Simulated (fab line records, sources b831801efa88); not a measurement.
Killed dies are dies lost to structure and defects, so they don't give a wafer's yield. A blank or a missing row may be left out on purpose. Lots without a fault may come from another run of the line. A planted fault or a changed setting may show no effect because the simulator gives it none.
One fault seen from 2 desks | flow gf180mcu | each desk has only its own numbers; what lay behind them comes last

THE TOOL OWNER'S DESK: implanter-03
The tool's own readings at GF_HV_LDD_IMPLANT_34: means of the sampled wafers that have a number, for each lot that ran on this tool. A lot is out of limits, marked OUT, if its mean lies more than 4 standard deviations from the usual mean; the brackets give that distance.
Columns: A = beam_on_s at GF_HV_LDD_IMPLANT_34, usual 9.97 s; B = faraday_current_uA at GF_HV_LDD_IMPLANT_34, usual 42.4; C = rotation_deg at GF_HV_LDD_IMPLANT_34, usual 89.995 degrees
lot  | first seen here | A               | B               | C
L401 | day 16 01:55    | 9.00 (-4.8) OUT | 46.9 (+5.5) OUT | 89.987
L403 | day 16 09:00    | 8.99 (-4.9) OUT | 47.0 (+5.7) OUT | 89.997
L411 | day 19 02:08    | 10.17           | 41.5            | 90.003
This desk's finding: out of limits on L401, L403; first on L401, day 16 01:55 (beam_on_s at GF_HV_LDD_IMPLANT_34). In limits: L411.

THE METROLOGY DESK
What the gauges read, lot by lot, whatever tool the lot ran on: means of the sampled wafers that have a number. A lot is out of limits, marked OUT, if its mean lies more than 4 standard deviations from the usual mean; the brackets give that distance.
Columns: A = HV_LDD_2_TW at GF_HV_LDD_TW_MEAS_23, usual 1057; B = cd_nm at GF_HV_LDD_CD_MEAS_31, usual 400.2 nm; C = HV_LDD_02_OVL at GF_HV_LDD_OVL_MEAS_32, usual 0.2 nm
lot  | first seen here | A    | B     | C
L390 | day 11 18:59    | 1081 | 398.9 | -0.3
L401 | day 15 03:57    | 1074 | 399.4 | -0.4
L403 | day 15 11:32    | 1021 | 401.8 | 1.4
L407 | day 16 23:56    | 1065 | 399.2 | -1.6
L409 | day 17 11:45    | 1026 | 402.7 | -2.6
L411 | day 18 01:54    | 1068 | 399.7 | 0.8
This desk's finding: nothing out of limits on any of the 6 lots.

PUT TOGETHER
The tool owner's desk could have raised an alarm at day 16 01:55, on L401, L403.
The metrology desk saw nothing out of limits.
The metrology desk has L401, L403 on record, within its limits.
Of the lots named, all ran GF_HV_LDD_IMPLANT_34 on implanter-03.

WHAT THE SIMULATOR HAD PUT IN
Process parameter drift: implanter-03, from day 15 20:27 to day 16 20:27, at GF_HV_LDD_IMPLANT_34. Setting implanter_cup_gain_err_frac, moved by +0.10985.
Lots struck among those shown: L401, L403.
Hours from the fault's start to each desk's first reading out of limits: the tool owner's desk, 5.
